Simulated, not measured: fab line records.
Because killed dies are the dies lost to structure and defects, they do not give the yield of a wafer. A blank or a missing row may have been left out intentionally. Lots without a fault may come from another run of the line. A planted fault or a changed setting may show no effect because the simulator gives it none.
The same fault as seen by 2 desks    flow gf180mcu    only its own numbers are on each desk; what lay behind them is given at the end

== THE METROLOGY DESK ==
What the gauges read for every lot (on any tool): the sampled wafers with a number, averaged. A lot is out of limits, marked OUT, if its mean lies more than 4 standard deviations from the usual mean; the brackets give that distance.
Columns: A = cdNm at GF_STI_CD_MEAS_12, usual 219.9 nm; B = VT_IMPLANT_TW at GF_VT_IMPLANT_TW_MEAS_10, usual 568; C = VT_IMPLANT_3_TW at GF_VT_IMPLANT_TW_MEAS_32, usual 270.5
lot   first seen here  A                 B    C
L981  day 2 08:05      219.7             571  269.4
L982  day 2 11:35      218.7             567  269.0
L984  day 2 23:07      218.0             566  269.8
L985  day 3 04:08      220.4             567  269.3
L987  day 3 14:05      217.9             567  269.8
L989  day 3 23:40      220.3             567  268.3
L990  day 4 05:52      221.4             571  271.1
L991  day 4 09:28      220.1             565  271.8
L993  day 4 20:16      218.5             566  272.7
L994  day 5 02:10      221.3             566  270.0
L100  day 6 10:17      211.4 (-5.7) OUT  573  271.0
L101  day 6 15:29      214.7             563  270.8
L102  day 6 18:25      211.9 (-5.3) OUT  568  267.6
This desk finds L100, L102 out of limits, L100 being first, at day 6 10:17 (cdNm at GF_STI_CD_MEAS_12). L981, L982, L984, L985, L987, L989, L990, L991, L993, L994, L101 stayed within limits.

== THE TOOL OWNER'S DESK: lithoTrack-03 ==
The tool's own readings at GF_STI_SOFTBAKE_08 (time 60 s): means of the sampled wafers that have a number, for each lot that ran on this tool. A lot is out of limits, marked OUT, if its mean lies more than 4 standard deviations from the usual mean; the brackets give that distance.
Columns: A = heaterPowerTotalW at GF_STI_SOFTBAKE_08, usual 93.06 W; B = plateTempC at GF_STI_SOFTBAKE_08, usual 130.00 C
lot   first seen here  A                B
L981  day 2 02:28      93.09            130.00
L984  day 2 17:04      93.01            130.01
L987  day 3 08:15      93.02            130.14
L991  day 4 02:31      93.03            129.74
L100  day 6 02:48      95.14 (+39) OUT  132.41 (+17) OUT
L101  day 6 08:10      95.22 (+41) OUT  132.34 (+17) OUT
L102  day 6 11:19      95.22 (+41) OUT  132.26 (+16) OUT
This desk finds L100, L101, L102 out of limits, L100 being first, at day 6 02:48 (heaterPowerTotalW at GF_STI_SOFTBAKE_08). L981, L984, L987, L991 stayed within limits.

== ALL TOGETHER ==
An alarm could have come from the tool owner's desk at day 6 02:48, on L100, L101, L102.
At day 6 10:17 the metrology desk could have sounded an alarm, on L100, L102.
The metrology desk holds a record of L101, inside its limits.
Every lot named ran GF_STI_SOFTBAKE_08 on lithoTrack-03.

== WHAT WAS PUT IN BY THE SIMULATOR ==
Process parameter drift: lithoTrack-03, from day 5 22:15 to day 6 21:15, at GF_STI_SOFTBAKE_08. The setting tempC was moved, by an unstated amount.
Struck lots among those shown: L100, L101, L102.
Counting hours from when the fault started, the first reading out of limits came at 5 for the tool owner's desk and at 12 for the metrology desk.
